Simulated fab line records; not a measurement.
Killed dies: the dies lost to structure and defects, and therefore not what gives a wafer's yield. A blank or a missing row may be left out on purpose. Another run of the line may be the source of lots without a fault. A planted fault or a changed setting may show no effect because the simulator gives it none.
A lot that was struck, set against a sound lot :: flow sfqLine :: 13 out of 325 route steps
Sound: wafers L570.2, L570.4, L570.6. Struck: wafers L581.1, L581.3, L581.5. The cause is named last.
Order at every step that has rows: each side's tool, ch and its chambers, its first start. Under that, the readings that differ: sound wafers :: struck wafers :: difference of the means :: sigmas: that difference in standard deviations of wafers without a fault.
alike: readings whose means differ by less than 2 such deviations, and words and numbers that are the same on both sides. not compared: withheld readings, readings that some wafer has no value for, bounds like >300 that may hide the same value, and numbers for which the record gives no deviation and whose values overlap.
The two part at a step that has a row with sigmas, a row that says differs or no value, or rows on one side only. Non-overlapping numbers with no deviation appear without sigmas and do not part them. Lack of a reading on every wafer of one side parts them only where that side has two or more wafers.

SFQ_C5_OVL_MEAS_937:
  sound: overlay-01 at day 64 09:46; struck: overlay-01 at day 67 10:50
  alike: C5_OVL
SFQ_TRILAYER_C5_BARC_OPEN_VIA_ETCH_210: etches BARC in O2, target depth 125 nm, time 41.7 s.
  sound on rieDiel-01 ch 0,1,2, day 64 09:47; struck on rieDiel-02 ch 0,2, day 67 10:52
  alike: chamberPressureMTorr, drypumpMotorCurrentA, oesProductAu
  not compared: rfHoursCounterH
SFQ_TRILAYER_C5_ETCH_VIA_ETCH_154: etches SiO2 in CHF3, stops on Nb, target depth 84 nm.
  sound on rieDiel-01 ch 0,1,2, day 64 09:50; struck on rieDiel-02 ch 0,2, day 67 10:55
  alike: chamberPressureMTorr, drypumpMotorCurrentA, oesProductAu
SFQ_TRILAYER_C5_STRIP_STRIP_155: strips in O2.
  sound on rieMetal-02 ch 0,1, day 64 09:53; struck on rieMetal-03 ch 1, day 67 10:57
reading: drypumpMotorCurrentA (A)
sound: 5.4 6.2 5.4
struck: 6.6 6.6 6.6
difference: +0.9
sigmas: +2
  alike: chamberPressureMTorr, oesProductAu
  not compared: rfHoursCounterH
then, 2 steps without rows for these wafers: SFQ_TRILAYER_C5_STRIP_SOLV_CLEAN_156 (cleans in NMP, time 600 s); SFQ_TRILAYER_M6_DEP_PRE_CLEAN_158 (time 22.5 s).
SFQ_TRILAYER_M6_DEP_SPUTTER_157: material Nb, target thk 200 nm, time 133.3 s.
  sound: pvdSputter-03 at day 64 10:41; struck: pvdSputter-03 at day 67 11:46
  alike: throttleValvePct
SFQ_M6_RS_MEAS_938: uses a four-point probe to measure.
  sound: filmMetro-01 at day 64 10:47; struck: filmMetro-02 at day 67 11:51
  alike: M6_NB_RS
then, 3 steps without rows for these wafers: SFQ_TRILAYER_M6_LITHO_COAT_164 (resist thk 62 nm); SFQ_TRILAYER_M6_LITHO_COAT_159 (resist thk 600 nm); SFQ_TRILAYER_M6_LITHO_SOFTBAKE_163.
-- the record jumps here: 5 days lie between the struck wafers' starts before and after --
SFQ_TRILAYER_M6_LITHO_EXPOSE_160: exposes mask M6, target cd 500 nm.
  sound on krfScanner-02 ch 0, day 69 06:08; struck on krfScanner-01, day 72 03:40
  no value came back on the struck wafers for any of 5 readings (exposureDoseMJCm2, focusOffsetNm (nm) and others); on the sound wafers exposureDoseMJCm2 reads 14.409 14.403 14.389
  alike: mask
then, 1 step without rows for these wafers: SFQ_TRILAYER_M6_LITHO_PEB_162 (peb time 60 s).

WHERE THEY PART
Last at SFQ_TRILAYER_M6_LITHO_EXPOSE_160 as far as this record goes, first at SFQ_TRILAYER_C5_STRIP_STRIP_155.

WHY: whatever the simulator had introduced
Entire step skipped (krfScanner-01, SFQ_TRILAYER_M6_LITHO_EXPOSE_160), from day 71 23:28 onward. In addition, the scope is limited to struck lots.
